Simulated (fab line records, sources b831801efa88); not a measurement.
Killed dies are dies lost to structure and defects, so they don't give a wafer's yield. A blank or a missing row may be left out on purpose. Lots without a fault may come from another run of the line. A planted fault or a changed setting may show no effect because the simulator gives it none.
fab line records | flow gf180mcu
record lots=5 wafers=23
route steps=602 shown TOP_METAL@583 PASSIVATION@593
start_h: hours from the record's first day to the start of the lot's first wafer shown | wait_h: hours since the lot's step before | " the same as in the row above | L1.1+2: a row that stands for several wafers | - no value, or no start given | * or withheld: withheld | < > ~ a bound
route shown NAME@n: a module of which the file shows steps, and the number in the route of the first | usual: mean/standard deviation of fault-free wafers | same: alike in all rows | chamber/n: place in a boat | sites: the reading at each site | _std_site: their standard deviation | _edge_site: outer sites' mean less inner sites' | radius_mm: how far each site lies from the wafer's centre | mask NAME#n: copy n | behind: the tool/chamber that last shaped the wafer | hold: why the lot was held/for how many hours/how that ended | device: the transistor (n, p or np) that didn't switch | end of line: the same wafers' tests at the end of the route | a step without rows: its recipe alone | killed: dies lost to structure and defects at the first sort, not the wafer's yield | map: a wafer's dies, x killed, . not, _ none there
set.NAME: the setting as run; set.NAME@STEP: as run at that earlier step | model.NAME: the simulator's own value behind a step, which no gauge read
lots whose settings were changed on purpose; a table a step, a row a wafer
## steps
# step GF_TOP_METAL_METAL_ETCH_16
# recipe chemistry=Cl2/BCl3 mask_material=NOVOLAK target_depth_nm=1077.5 stop_on=SiO2 pressure_mtorr=8 icp_w=800 bias_w=140 Cl2_flow_sccm=80 bcl3_flow_sccm=40 time_s=179.6
# columns lot.wafer tool chamber start_h wait_h set.bias_w set.dose_mj@TOP_METAL_EXPOSE_11 model.TOP_METAL.cd_nm model.NOVOLAK_of_TOP_METAL_COAT_09.thk_nm
L074.1 rie_metal-02 0 653.88 0.0 140 170 432.7 1070
L074.2 " 1 " " 140 170 431.5 1061
L074.3 " 1 " " 140 170 435.4 1067
L074.4 " 0 " " 140 158.8 447.5 1068
L074.5 " 1 " " 140 158.8 453 1063
L081.1 rie_metal-02 0 711.33 0.0 140 170 437.4 1077
L081.2 " 1 " " 153.4 157.7 462.5 1068
L081.3 " 1 " " 140 170 441.4 1073
L081.5 " 0 " " 140 157.7 462.6 1072
L081.6 " 1 " " 153.4 170 440.3 1063
L082.1 rie_metal-02 1 719.08 0.0 140 170 435.2 1072
L082.2 " 0 " " 140 177.8 424.1 1079
L082.4 " 1 " " 126.6 177.8 422.7 1087
L082.5 " 1 " " 126.6 170 436 1091
L082.6 " 0 " " 140 177.8 420.2 1078
L084.2 rie_metal-02 1 729.83 0.0 140 170 435.9 1083
L084.4 " 0 " " 140 170 428.2 1085
L084.6 " 1 " " 140 170 429.9 1085
L085.1 rie_metal-04 0 732.83 0.0 140 170 447.8 1067
L085.2 " 1 " " 140 158.4 466.6 1065
L085.3 " 1 " " 155.7 170 444.6 1048
L085.4 " 0 " " 140 158.4 467.3 1078
L085.6 " 1 " " 155.7 170 448.1 1050
# step GF_TOP_METAL_STRIP_17
# recipe chemistry=O2/N2 power_w=1400 pressure_mtorr=1500 platen_temp_c=250 o2_flow_sccm=3000 n2_flow_sccm=300 overash_fraction=0.5
# usual strip_time_to_endpoint_s=13.47/0.075
# columns lot.wafer tool chamber start_h wait_h set.bias_w@TOP_METAL_METAL_ETCH_16 strip_time_to_endpoint_s
L074.1 plasma_asher-01 1 654.05 0.1 140 13.44
L074.2 " 0 " " 140 13.36
L074.3 " 1 " " 140 13.40
L074.4 " 0 " " 140 13.43
L074.5 " 0 " " 140 13.38
L081.1 plasma_asher-02 0 711.50 0.1 140 13.52
L081.2 " 1 " " 153.4 13.43
L081.3 " 1 " " 140 13.50
L081.5 " 0 " " 140 13.49
L081.6 " 1 " " 153.4 13.38
L082.1 plasma_asher-02 0 719.25 0.1 140 13.48
L082.2 " 1 " " 140 13.56
L082.4 " 1 " " 126.6 13.66
L082.5 " 1 " " 126.6 13.71
L082.6 " 0 " " 140 13.55
L084.2 plasma_asher-02 1 730.00 0.1 140 13.60
L084.4 " 1 " " 140 13.62
L084.6 " 0 " " 140 13.63
L085.1 plasma_asher-01 0 733.00 0.1 140 13.44
L085.2 " 1 " " 140 13.39
L085.3 " 0 " " 155.7 13.23
L085.4 " 1 " " 140 13.56
L085.6 " 0 " " 155.7 13.21
# step GF_PASSIVATION_COAT_06
# recipe spin_rpm=2000 resist_thk_nm=4000
# columns lot.wafer tool chamber start_h wait_h set.resist_thk_nm model.coat_of_PASSIVATION_COAT_06.thk_nm
L074.1 litho_track-03 0 664.32 0.1 4000 4002
L074.2 " 0 " " 4000 3993
L074.3 " 0 " " 4000 4006
L074.4 " 0 " " 4000 3999
L074.5 " 0 " " 4000 3998
L081.1 litho_track-02 0 720.92 0.1 4124 4133
L081.2 " 0 " " 4000 4020
L081.3 " 0 " " 4124 4138
L081.5 " 0 " " 4000 4024
L081.6 " 0 " " 4000 4013
L082.1 litho_track-02 0 729.01 0.1 4000 4015
L082.2 " 0 " " 4000 4008
L082.4 " 0 " " 3876 3881
L082.5 " 0 " " 3876 3887
L082.6 " 0 " " 3876 3892
L084.2 litho_track-03 0 739.30 0.1 4000 3982
L084.4 " 0 " " 4000 3983
L084.6 " 0 " " 4000 3980
L085.1 litho_track-03 0 742.37 0.1 4000 3987
L085.2 " 0 " " 3907 3899
L085.3 " 0 " " 3907 3911
L085.4 " 0 " " 4000 3993
L085.6 " 0 " " 4000 3982
# step GF_PASSIVATION_SOFTBAKE_07
# recipe temp_c=110 time_s=withheld
# step GF_PASSIVATION_EXPOSE_08
# recipe mask_id=Pad target_cd_nm=40000 na=0.57 dose_mj=310
# step GF_PASSIVATION_PEB_09
# recipe temp_c=115 time_s=withheld
# step GF_PASSIVATION_DEVELOP_10
# recipe develop_time_s=60 dev_temp_c=23
# step GF_PASSIVATION_ETCH_11
# recipe chemistry=CF4/O2 target_depth_nm=1800 stop_on=TiN source_w=800 bias_w=148.4 pressure_mtorr=150 cf4_flow_sccm=80 O2_flow_sccm=10 time_s=400
# columns lot.wafer tool chamber start_h wait_h set.resist_thk_nm@PASSIVATION_COAT_06 model.coat_of_PASSIVATION_COAT_06.thk_nm
L074.1 rie_diel-01 2 673.92 - 4000 2841
L074.2 " 3 " " 4000 2824
L074.3 " 0 " " 4000 2810
L074.4 " 1 " " 4000 2850
L074.5 " 1 " " 4000 2858
L081.1 rie_diel-02 0 729.71 - 4124 2951
L081.2 " 3 " " 4000 2834
L081.3 " 1 " " 4124 2963
L081.5 " 1 " " 4000 2851
L081.6 " 2 " " 4000 2807
L082.1 rie_diel-03 3 737.71 - 4000 2798
L082.2 " 1 " " 4000 2809
L082.4 " 2 " " 3876 2668
L082.5 " 0 " " 3876 2684
L082.6 " 3 " " 3876 2681
L084.2 rie_diel-01 1 748.41 - 4000 2825
L084.4 " 3 " " 4000 2827
L084.6 " 0 " " 4000 2784
L085.1 rie_diel-03 2 751.17 - 4000 2775
L085.2 " 0 " " 3907 2710
L085.3 " 3 " " 3907 2709
L085.4 " 1 " " 4000 2803
L085.6 " 0 " " 4000 2793
# step GF_PASSIVATION_STRIP_12
# recipe chemistry=O2/N2 power_w=1400 pressure_mtorr=1500 platen_temp_c=250 o2_flow_sccm=3000 n2_flow_sccm=300 overash_fraction=0.5
# usual strip_time_to_endpoint_s=34.93/0.23
# columns lot.wafer tool chamber start_h wait_h set.resist_thk_nm@PASSIVATION_COAT_06 strip_time_to_endpoint_s
L074.1 plasma_asher-01 1 674.16 0.1 4000 35.27
L074.2 " 0 " " 4000 35.06
L074.3 " 1 " " 4000 34.90
L074.4 " 0 " " 4000 35.34
L074.5 " 0 " " 4000 35.45
L081.1 plasma_asher-01 1 729.95 0.1 4124 36.48
L081.2 " 0 " " 4000 35.20
L081.3 " 0 " " 4124 36.64
L081.5 " 1 " " 4000 35.34
L081.6 " 0 " " 4000 34.85
L082.1 plasma_asher-03 0 737.95 0.1 4000 34.76
L082.2 " 1 " " 4000 34.90
L082.4 " 1 " " 3876 33.24
L082.5 " 1 " " 3876 33.44
L082.6 " 0 " " 3876 33.39
L084.2 plasma_asher-02 0 748.65 0.1 4000 35.07
L084.4 " 0 " " 4000 35.09
L084.6 " 1 " " 4000 34.58
L085.1 plasma_asher-03 0 751.41 0.1 4000 34.47
L085.2 " 1 " " 3907 33.76
L085.3 " 0 " " 3907 33.74
L085.4 " 1 " " 4000 34.80
L085.6 " 0 " " 4000 34.70
## key
split step=GF_TOP_METAL_METAL_ETCH_16 setting=bias_w stated=140 by=wafer
response step=GF_TOP_METAL_METAL_ETCH_16 reading=model.NOVOLAK_of_TOP_METAL_COAT_09.thk_nm change=-1.42 per=1% r=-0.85
response step=GF_TOP_METAL_STRIP_17 reading=strip_time_to_endpoint_s change=* per=1% r=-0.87
split step=GF_PASSIVATION_COAT_06 setting=resist_thk_nm stated=4000 by=wafer
response step=GF_PASSIVATION_COAT_06 reading=model.coat_of_PASSIVATION_COAT_06.thk_nm change=+38.1 per=1% r=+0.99
response step=GF_PASSIVATION_ETCH_11 reading=model.coat_of_PASSIVATION_COAT_06.thk_nm change=+39.5 per=1% r=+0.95
response step=GF_PASSIVATION_STRIP_12 reading=strip_time_to_endpoint_s change=* per=1% r=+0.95
split outside_this_file step=GF_TOP_METAL_EXPOSE_11 setting=dose_mj
# split outside_this_file: this setting was split too, and the file shows its column; the key of that split is in another file
